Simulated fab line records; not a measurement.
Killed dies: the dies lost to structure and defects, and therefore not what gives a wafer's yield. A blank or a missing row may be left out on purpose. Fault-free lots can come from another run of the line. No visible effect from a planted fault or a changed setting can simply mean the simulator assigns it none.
Comparing a struck lot with a sound one / flow sfqLine / 34 steps out of a route of 325
Sound: the wafers L129.2, L129.4, L129.6. Wafers struck: L135.1, L135.4, L135.5. The cause is given at the end.
Order at every step that has rows: each side's tool, ch and its chambers, its first start. Under that, the readings that differ: sound wafers / struck wafers / difference of the means / sigmas: that difference in standard deviations of wafers without a fault.
alike: readings with means less than 2 such deviations apart, plus words and numbers identical on both sides. not compared: withheld readings, readings lacking a value on some wafer, bounds such as >300 that could conceal the same value, and numbers that have no deviation in the record and whose values overlap.
A row with sigmas, a row that says differs or no value, or rows on one side alone: a step with any of these is where the two part. Numbers that have no deviation but don't overlap get no sigmas and don't part them. A reading missing from all wafers of one side parts the sides only when that side holds two or more wafers.

first, 6 steps without rows for these wafers: SFQ_TRILAYER_M6_LITHO_COAT_164 (resist thk 62 nm); SFQ_TRILAYER_M6_LITHO_COAT_159 (resist thk 600 nm); SFQ_TRILAYER_M6_LITHO_SOFTBAKE_163; SFQ_TRILAYER_M6_LITHO_EXPOSE_160 (exposes mask M6, target cd 500 nm); SFQ_TRILAYER_M6_LITHO_PEB_162 (peb time 60 s); SFQ_TRILAYER_M6_LITHO_DEVELOP_161 (time 60 s).
SFQ_M6_OVL_MEAS_940:
  sound: overlay-02 at day 64 13:44; struck: overlay-02 at day 73 06:40
  alike: M6_OVL
SFQ_TRILAYER_M6_BARC_OPEN_METAL_ETCH_206: etches BARC in O2, target depth 125 nm, time 41.7 s.
  sound on rieMetal-01 ch 0,1, day 64 13:46; struck on rieMetal-02 ch 0,1, day 73 06:43
  alike: drypumpMotorCurrentA, oesProductAu, rfFwdPowerW
  not compared: rfHoursCounterH
then, 1 step without rows for these wafers: SFQ_TRILAYER_M6_ETCH_METAL_ETCH_162 (etches Nb in Cl2/Ar, stops on SiO2, target depth 240 nm, time 120 s).
SFQ_TRILAYER_M6_STRIP_STRIP_163: strips in O2.
  sound on rieMetal-01 ch 0,1, day 64 13:56; struck on rieMetal-02 ch 0,1, day 73 06:53
  alike: drypumpMotorCurrentA, oesProductAu
  not compared: rfHoursCounterH
then, 1 step without rows for these wafers: SFQ_TRILAYER_M6_STRIP_SOLV_CLEAN_164 (cleans in NMP, time 600 s).
SFQ_TRILAYER_I6_DEP_PECVD_165: deposits SiO2 from SiH4/N2O, time 111.11 s, target thk 500 nm.
  sound on pecvd-03 ch 0,1, day 64 14:43; struck on pecvd-03 ch 0,1,2, day 73 07:40
  no value came back on the struck wafers for any of 5 readings (chamberPressureTorr (Torr), heaterPowerOuterW (W) and others); on the sound wafers chamberPressureTorr (Torr) reads 2.400 2.401 2.403
SFQ_TRILAYER_I6_CMP_CMP_166: polishes SiO2.
  sound on cmp-02 ch 2,3, day 64 22:42; struck on cmp-01 ch 1,2,3, day 73 09:33
reading=timeToEndpointS (s); sound=208 218 207; struck=- - -; difference=no value on the struck wafers; sigmas=
  alike: motorCurrentA, slurryFlowMlMin
SFQ_I6_BOW_MEAS_941:
  sound: filmMetro-04 at day 65 01:43; struck: filmMetro-02 at day 73 12:33
  alike: I6_BOW
SFQ_TRILAYER_I6_METRO_MEASURE_167:
  sound: filmMetro-04 at day 65 02:01; struck: filmMetro-02 at day 73 12:40
then, 6 steps without rows for these wafers: SFQ_TRILAYER_I6_VIA_LITHO_COAT_174 (resist thk 62 nm); SFQ_TRILAYER_I6_VIA_LITHO_COAT_169 (resist thk 650 nm); SFQ_TRILAYER_I6_VIA_LITHO_SOFTBAKE_173; SFQ_TRILAYER_I6_VIA_LITHO_EXPOSE_170 (exposes mask I6, target cd 700 nm); SFQ_TRILAYER_I6_VIA_LITHO_PEB_172 (peb time 60 s); SFQ_TRILAYER_I6_VIA_LITHO_DEVELOP_171 (time 60 s).
SFQ_I6_OVL_MEAS_942:
  sound: overlay-01 at day 69 18:02; struck: overlay-02 at day 73 20:56
reading=I6_OVL (nm); sound=-9 -7 -3; struck=9 10 3; difference=+14; sigmas=+3
then, 1 step without rows for these wafers: SFQ_TRILAYER_I6_VIA_BARC_OPEN_VIA_ETCH_235 (etches BARC in O2, target depth 125 nm, time 41.7 s).
SFQ_TRILAYER_I6_VIA_ETCH_VIA_ETCH_172: etches SiO2 in CHF3, stops on Nb, target depth 260 nm.
  sound on rieDiel-02 ch 1,2,3, day 69 18:06; struck on rieDiel-04 ch 1,3, day 73 21:01
reading=oesProductAu (a.u.); sound=0.851 0.860 0.853; struck=0.380 0.374 0.384; difference=-0.475; sigmas=-88
reading=model.etch.depthNm (nm); sound=199.5 199.6 200.4; struck=0 0 0; difference=-200; sigmas=
  alike: drypumpMotorCurrentA, rfFwdPowerW
SFQ_TRILAYER_I6_VIA_STRIP_STRIP_173: strips in O2.
  sound on rieMetal-03 ch 0,1, day 69 18:13; struck on rieMetal-01 ch 0,1, day 73 21:07
  alike: drypumpMotorCurrentA, oesProductAu
  not compared: rfHoursCounterH
then, 2 steps without rows for these wafers: SFQ_TRILAYER_I6_VIA_STRIP_SOLV_CLEAN_174 (cleans in NMP, time 600 s); SFQ_TRILAYER_M7_DEP_PRE_CLEAN_176 (time 22.5 s).
SFQ_TRILAYER_M7_DEP_SPUTTER_175: material Nb, target thk 200 nm, time 133.3 s.
  sound: pvdSputter-06 at day 69 19:01; struck: pvdSputter-03 at day 73 21:56
  alike: substrateTempC, throttleValvePct
SFQ_M7_RS_MEAS_943: uses a four-point probe to measure.
  sound: filmMetro-01 at day 69 19:08; struck: filmMetro-02 at day 73 22:01
  alike: M7_NB_RS
then, 3 steps without rows for these wafers: SFQ_TRILAYER_M7_LITHO_COAT_182 (resist thk 62 nm); SFQ_TRILAYER_M7_LITHO_COAT_177 (resist thk 600 nm); SFQ_TRILAYER_M7_LITHO_SOFTBAKE_181.
SFQ_TRILAYER_M7_LITHO_EXPOSE_178: exposes mask M7, target cd 500 nm.
  sound on krfScanner-02 ch 0, day 70 19:15; struck on krfScanner-02, day 74 03:50
  no value came back on the struck wafers for exposureDoseMJCm2, focusOffsetNm (nm); on the sound wafers exposureDoseMJCm2 reads 14.413 14.406 14.388
  alike: mask
then, 1 step without rows for these wafers: SFQ_TRILAYER_M7_LITHO_PEB_180 (peb time 60 s).

WHERE THEY PART
At SFQ_TRILAYER_I6_DEP_PECVD_165 first; at SFQ_TRILAYER_M7_LITHO_EXPOSE_178 last (within this record only).

WHY: whatever the simulator had introduced
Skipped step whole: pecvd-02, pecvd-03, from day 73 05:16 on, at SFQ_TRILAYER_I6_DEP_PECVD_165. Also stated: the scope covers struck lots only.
